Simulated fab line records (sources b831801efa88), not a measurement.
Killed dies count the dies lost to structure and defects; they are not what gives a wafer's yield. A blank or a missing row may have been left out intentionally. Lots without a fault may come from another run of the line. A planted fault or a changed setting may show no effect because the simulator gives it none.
Check for tools in common + flow gf180mcu + Lots sampled 13, wafers sampled 39

WHY THIS WAS OPENED
At GF_PSD_OVL_MEAS_08 the reading PSD_OVL is flagged on 2 of 13 lots. Wafers without a fault read 0.6 nm, standard deviation 1.3.
Rule: a lot is flagged in two cases, either no wafer of it has a number, or all its wafers with numbers fall more than 4 standard deviations from that mean. The other lots count as sound.

| lot  | measured     | on         | PSD_OVL (nm), wafer by wafer | flag    |
|------|--------------|------------|------------------------------|---------|
| L452 | day 14 06:17 | overlay-02 | 2.8 1.6 1.4                  |         |
| L453 | day 14 16:22 | overlay-01 | 1.7 0.5 1.6                  |         |
| L454 | day 14 21:17 | overlay-01 | -1.5 1.3 1.2                 |         |
| L455 | day 15 07:05 | overlay-02 | 2.7 2.2 0.3                  |         |
| L456 | day 15 17:25 | overlay-02 | 3.5 1.7 2.5                  |         |
| L462 | day 17 22:58 | overlay-01 | -92.9 -92.4 -92.5            | FLAGGED |
| L463 | day 18 04:41 | overlay-01 | -94.3 -94.2 -94.0            | FLAGGED |
| L466 | day 19 05:26 | overlay-01 | 0.9 1.4 0.0                  |         |
| L467 | day 19 18:29 | overlay-02 | -1.4 -1.4 -1.0               |         |
| L468 | day 20 04:02 | overlay-02 | 1.8 3.2 1.9                  |         |
| L470 | day 20 14:49 | overlay-02 | -1.2 -1.4 0.8                |         |
| L471 | day 21 05:04 | overlay-01 | -0.8 1.0 0.1                 |         |
| L475 | day 22 07:10 | overlay-02 | -0.8 -2.7 -1.1               |         |
The numbers of the flagged lots are -93.4 nm on average: -94.0 nm against the usual, or -72 standard deviations.

LOT BY LOT: THE TOOL USED
3 process steps preceding the reading are held in the record, out of 602 steps in the route. Cell contents, in order: the tool; ch with the chambers the sampled wafers went through; the start.
| lot  | flag    | GF_HV_LDD_ETCHBACK_58              | GF_NSD_STRIP_11                      | GF_PSD_EXPOSE_04                    |
|------|---------|------------------------------------|--------------------------------------|-------------------------------------|
| L452 |         | rie-diel-01 ch 1,2,3, day 12 12:58 | plasma-asher-02 ch 0,1, day 13 09:31 | iline-stepper-01 ch 0, day 13 19:37 |
| L453 |         | rie-diel-01 ch 1,2,3, day 12 22:32 | plasma-asher-02 ch 1, day 13 19:10   | iline-stepper-01 ch 0, day 14 06:02 |
| L454 |         | rie-diel-01 ch 1,2,3, day 13 03:04 | plasma-asher-02 ch 0,1, day 14 00:24 | iline-stepper-01 ch 0, day 14 10:18 |
| L455 |         | rie-diel-04 ch 1,2,3, day 13 12:26 | plasma-asher-04 ch 0,1, day 14 09:24 | iline-stepper-01 ch 0, day 14 20:08 |
| L456 |         | rie-diel-03 ch 0,1,3, day 13 21:31 | plasma-asher-04 ch 0,1, day 14 18:53 | iline-stepper-02 ch 0, day 15 06:09 |
| L462 | FLAGGED | rie-diel-03 ch 0,2, day 16 00:08   | plasma-asher-04 ch 0,1, day 16 23:37 | iline-stepper-01 ch 0, day 17 11:14 |
| L463 | FLAGGED | rie-diel-03 ch 0,1,2, day 16 06:23 | plasma-asher-04 ch 0,1, day 17 05:31 | iline-stepper-01 ch 0, day 17 17:28 |
| L466 |         | rie-diel-03 ch 0,1, day 17 04:59   | plasma-asher-04 ch 0,1, day 18 04:52 | iline-stepper-02 ch 0, day 18 17:23 |
| L467 |         | rie-diel-04 ch 0,3, day 17 19:08   | plasma-asher-04 ch 0,1, day 18 18:43 | iline-stepper-02 ch 0, day 19 06:17 |
| L468 |         | rie-diel-01 ch 0,1, day 18 03:31   | plasma-asher-04 ch 0,1, day 19 03:55 | iline-stepper-02 ch 0, day 19 16:05 |
| L470 |         | rie-diel-04 ch 0,1,2, day 18 14:25 | plasma-asher-02 ch 1, day 19 14:28   | iline-stepper-02 ch 0, day 20 02:43 |
| L471 |         | rie-diel-04 ch 0,3, day 19 04:07   | plasma-asher-04 ch 0,1, day 20 05:16 | iline-stepper-02 ch 0, day 20 17:04 |
| L475 |         | rie-diel-04 ch 0,2,3, day 20 06:52 | plasma-asher-02 ch 0,1, day 21 07:23 | iline-stepper-02 ch 0, day 21 19:11 |
What the steps here do:
- GF_HV_LDD_ETCHBACK_58: etches Si3N4 in CH3F/O2, stops on SiO2, time 100 s, target depth 90 nm.
- GF_NSD_STRIP_11: strips in O2/N2.
- GF_PSD_EXPOSE_04: exposes mask Pplus, target cd 400 nm.
- GF_PSD_OVL_MEAS_08

FLAGGED AGAINST TOTAL, ONE TOOL AT A TIME (gauges that did the reading follow at the end)
| step                  | tool             | lots run | flagged | share of the flagged lots | sound lots run after its first flagged lot |
|-----------------------|------------------|----------|---------|---------------------------|--------------------------------------------|
| GF_HV_LDD_ETCHBACK_58 | rie-diel-01      | 4        | 0       | none                      | -                                          |
| GF_HV_LDD_ETCHBACK_58 | rie-diel-03      | 4        | 2       | all                       | 1 (L466)                                   |
| GF_HV_LDD_ETCHBACK_58 | rie-diel-04      | 5        | 0       | none                      | -                                          |
| GF_NSD_STRIP_11       | plasma-asher-02  | 5        | 0       | none                      | -                                          |
| GF_NSD_STRIP_11       | plasma-asher-04  | 8        | 2       | all                       | 4 (L466,L467,L468,L471)                    |
| GF_PSD_EXPOSE_04      | iline-stepper-01 | 6        | 2       | all                       | 0                                          |
| GF_PSD_EXPOSE_04      | iline-stepper-02 | 7        | 0       | none                      | -                                          |
| GF_PSD_OVL_MEAS_08    | overlay-01       | 6        | 2       | all                       | 2 (L466,L471)                              |
| GF_PSD_OVL_MEAS_08    | overlay-02       | 7        | 0       | none                      | -                                          |

WHAT IS ALLOWED BY THE TABLE
4 rows of the table ran every flagged lot: rie-diel-03 at GF_HV_LDD_ETCHBACK_58, plasma-asher-04 at GF_NSD_STRIP_11, iline-stepper-01 at GF_PSD_EXPOSE_04, overlay-01 at GF_PSD_OVL_MEAS_08.
- rie-diel-03 at GF_HV_LDD_ETCHBACK_58: 2 of its 4 lots flagged. After the first flagged lot (L466), sound lots still ran on it; a lasting fault on the whole tool would not permit that.
- plasma-asher-04 at GF_NSD_STRIP_11: 2 of its 8 lots flagged. After the first flagged lot (L466, L467, L468, L471), sound lots still ran on it; a lasting fault on the whole tool would not permit that.
- iline-stepper-01 at GF_PSD_EXPOSE_04: 2 of its 6 lots flagged. Last sound lot L455 at day 14 20:08, first flagged lot L462 at day 17 11:14; a fault beginning in between fits.
- overlay-01 at GF_PSD_OVL_MEAS_08: 2 of its 6 lots flagged. After the first flagged lot (L466, L471), sound lots still ran on it; a lasting fault on the whole tool would not permit that.
What remains is a single tool, iline-stepper-01 at GF_PSD_EXPOSE_04.

WHAT THE SIMULATOR HAD INSERTED
Scanner matching overlay: iline-stepper-01, from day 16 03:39 on, at GF_PSD_EXPOSE_04. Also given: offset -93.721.
Struck lots among those shown: L462, L463. This agrees with what the rule above found.
